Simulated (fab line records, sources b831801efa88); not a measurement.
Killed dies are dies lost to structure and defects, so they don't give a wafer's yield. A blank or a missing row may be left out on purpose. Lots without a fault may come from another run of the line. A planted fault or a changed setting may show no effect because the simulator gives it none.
Which tool did it? | flow sky130 | 6 lots, 18 wafers sampled, at 2 steps of a route of 708

WHAT THE GAUGES READ, wafer by wafer
SKY_SD_P_CD_MEAS_07: target cd 380 nm.
lot  | measured     | on        | cd_nm (nm)
L638 | day 26 13:31 | cd_sem-02 | 377.7 374.5 378.6
L641 | day 27 08:07 | cd_sem-02 | 378.3 377.8 380.9
L643 | day 28 10:20 | cd_sem-02 | 381.0 379.1 379.6
L647 | day 29 15:01 | cd_sem-02 | 409.5 408.5 409.6
L656 | day 32 02:02 | cd_sem-01 | 382.2 382.4 381.4
L658 | day 32 15:07 | cd_sem-02 | 377.0 379.8 380.1

WHICH TOOL RAN EACH LOT (tool, then ch and the chambers of the sampled wafers, then the start)
lot  | SKY_SD_P_EXPOSE_04
L638 | iline_stepper-01 ch 0, day 25 23:23
L641 | iline_stepper-01 ch 0, day 26 17:50
L643 | iline_stepper-01 ch 0, day 27 20:19
L647 | iline_stepper-01 ch 0, day 29 01:35
L656 | iline_stepper-01 ch 0, day 31 12:58
L658 | iline_stepper-02 ch 0, day 32 01:49
- SKY_SD_P_EXPOSE_04: exposes mask PSDM, target cd 380 nm.

THE ANSWER, worked out from the rows above alone
Rule: what is usual is taken from the lots themselves. Put in order of their means at a reading, lots are off if they are a third of the lots or fewer, leave a main group of 4 or more, and stand apart from it by a gap of 3 or more times the standard deviation of the main group's means; of several such gaps the widest counts. A main group whose means are all the same, to the digits that the tables above print for the reading, isn't used. A lot without any number at a reading at which 4 lots or more have one is off too. The other lots that the step has rows for count as sound.
Off: L647, at SKY_SD_P_CD_MEAS_07 (cd_nm). The main group: mean 379.4 nm, standard deviation 1.6.
A tool fits if, at a process step before that reading, it ran every lot that is off, and no sound lot after the first of them. The gauges at SKY_SD_P_CD_MEAS_07 are tried like those tools. None of those tried fits.

WHAT THE SIMULATOR HAD PUT IN
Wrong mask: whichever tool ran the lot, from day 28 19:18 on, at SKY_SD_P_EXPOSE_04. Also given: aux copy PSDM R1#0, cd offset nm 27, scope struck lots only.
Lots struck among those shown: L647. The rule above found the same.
